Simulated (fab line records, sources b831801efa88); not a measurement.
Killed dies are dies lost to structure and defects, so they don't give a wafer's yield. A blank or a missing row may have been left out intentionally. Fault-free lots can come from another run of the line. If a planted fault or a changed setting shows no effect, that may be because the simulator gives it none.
Which tool was responsible? || flow gf180mcu || at 1 step of a route of 602, 6 lots with 18 wafers sampled

## WHAT THE GAUGES READ, wafer by wafer
GF_POLY_GATE_OVL_MEAS_11.
{"lot": "L161", "measured": "day 10 09:29", "on": "overlay-01", "POLY_GATE_OVL (nm)": "3 6 9"}
{"lot": "L163", "measured": "day 10 21:18", "on": "overlay-01", "POLY_GATE_OVL (nm)": "10 0 0"}
{"lot": "L169", "measured": "day 12 14:51", "on": "overlay-01", "POLY_GATE_OVL (nm)": "13 -4 10"}
{"lot": "L171", "measured": "day 13 09:01", "on": "overlay-02", "POLY_GATE_OVL (nm)": "-1 -3 3"}
{"lot": "L173", "measured": "day 14 03:35", "on": "overlay-02", "POLY_GATE_OVL (nm)": "14 -1 2"}
{"lot": "L178", "measured": "day 15 14:41", "on": "overlay-01", "POLY_GATE_OVL (nm)": "10 6 -2"}

## WHAT TOOL EACH LOT RAN ON (gives the tool, then ch and the chambers of the sampled wafers, and finally the start)
Before these readings, the record contains no process step.

## THE ANSWER, worked out from the rows above alone
Rule: usual is defined by the lots themselves. The widest of any qualifying gaps counts: lots, ordered by their means at a reading, are off when they make up no more than a third of the lots, leave a main group of 4 or more, and stand apart from it by 3 or more times the standard deviation of that group's means. The tables above print the reading to a certain number of digits; a main group whose means all agree to those digits is not used. Also off: a lot with no number at a reading for which 4 or more lots have one. The other lots that the step has rows for count as sound.
Off: L171, seen at GF_POLY_GATE_OVL_MEAS_11 (POLY_GATE_OVL). Mean 5 nm and standard deviation 1.1 in the main group.
A tool fits if, at a process step before that reading, it ran every lot that is off, and no sound lot after the first of them. The gauges at GF_POLY_GATE_OVL_MEAS_11 are tried like those tools. No candidate that was tried fits.

## WHAT HAD BEEN PUT IN BY THE SIMULATOR
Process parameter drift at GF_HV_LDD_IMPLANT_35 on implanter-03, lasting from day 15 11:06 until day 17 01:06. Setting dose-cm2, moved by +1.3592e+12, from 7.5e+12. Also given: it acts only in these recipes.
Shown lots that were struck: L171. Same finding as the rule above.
